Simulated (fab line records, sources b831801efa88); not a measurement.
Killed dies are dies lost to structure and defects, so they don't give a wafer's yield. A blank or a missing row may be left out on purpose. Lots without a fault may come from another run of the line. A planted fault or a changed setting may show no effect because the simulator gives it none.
Which tool did it? | flow gf180mcu | 6 lots, 18 wafers sampled, at 2 steps of a route of 602

WHAT THE GAUGES READ, wafer by wafer
GF_DNWELL_TW_MEAS_09.
lot  | measured    | on            | DNWELL_TW
L856 | day 2 23:56 | film_metro-04 | 1362 1368 1364
L858 | day 3 10:32 | film_metro-02 | 1345 1350 1350
L860 | day 3 20:38 | film_metro-04 | 1355 1347 1353
L866 | day 5 16:21 | film_metro-02 | 1345 1340 1346
L870 | day 6 13:43 | film_metro-01 | 1060 1062 1064
L874 | day 7 09:07 | film_metro-04 | 1357 1351 1358

WHICH TOOL RAN EACH LOT (tool, then ch and the chambers of the sampled wafers, then the start)
lot  | GF_DNWELL_IMPLANT_07
L856 | implanter-04 ch 0, day 2 23:41
L858 | implanter-03 ch 0, day 3 10:17
L860 | implanter-03 ch 0, day 3 20:22
L866 | implanter-04 ch 0, day 5 16:08
L870 | implanter-04 ch 0, day 6 13:29
L874 | implanter-03 ch 0, day 7 08:53
- GF_DNWELL_IMPLANT_07

THE ANSWER, worked out from the rows above alone
Rule: what is usual is taken from the lots themselves. Put in order of their means at a reading, lots are off if they are a third of the lots or fewer, leave a main group of 4 or more, and stand apart from it by a gap of 3 or more times the standard deviation of the main group's means; of several such gaps the widest counts. A main group whose means are all the same, to the digits that the tables above print for the reading, isn't used. A lot without any number at a reading at which 4 lots or more have one is off too. The other lots that the step has rows for count as sound.
Off: L870, at GF_DNWELL_TW_MEAS_09 (DNWELL_TW). The main group: mean 1353, standard deviation 7.1.
A tool fits if, at a process step before that reading, it ran every lot that is off, and no sound lot after the first of them. The gauges at GF_DNWELL_TW_MEAS_09 are tried like those tools. Can't be told from this: 2 tools fit, implanter-04 at GF_DNWELL_IMPLANT_07, film_metro-01 at GF_DNWELL_TW_MEAS_09.

WHAT THE SIMULATOR HAD PUT IN
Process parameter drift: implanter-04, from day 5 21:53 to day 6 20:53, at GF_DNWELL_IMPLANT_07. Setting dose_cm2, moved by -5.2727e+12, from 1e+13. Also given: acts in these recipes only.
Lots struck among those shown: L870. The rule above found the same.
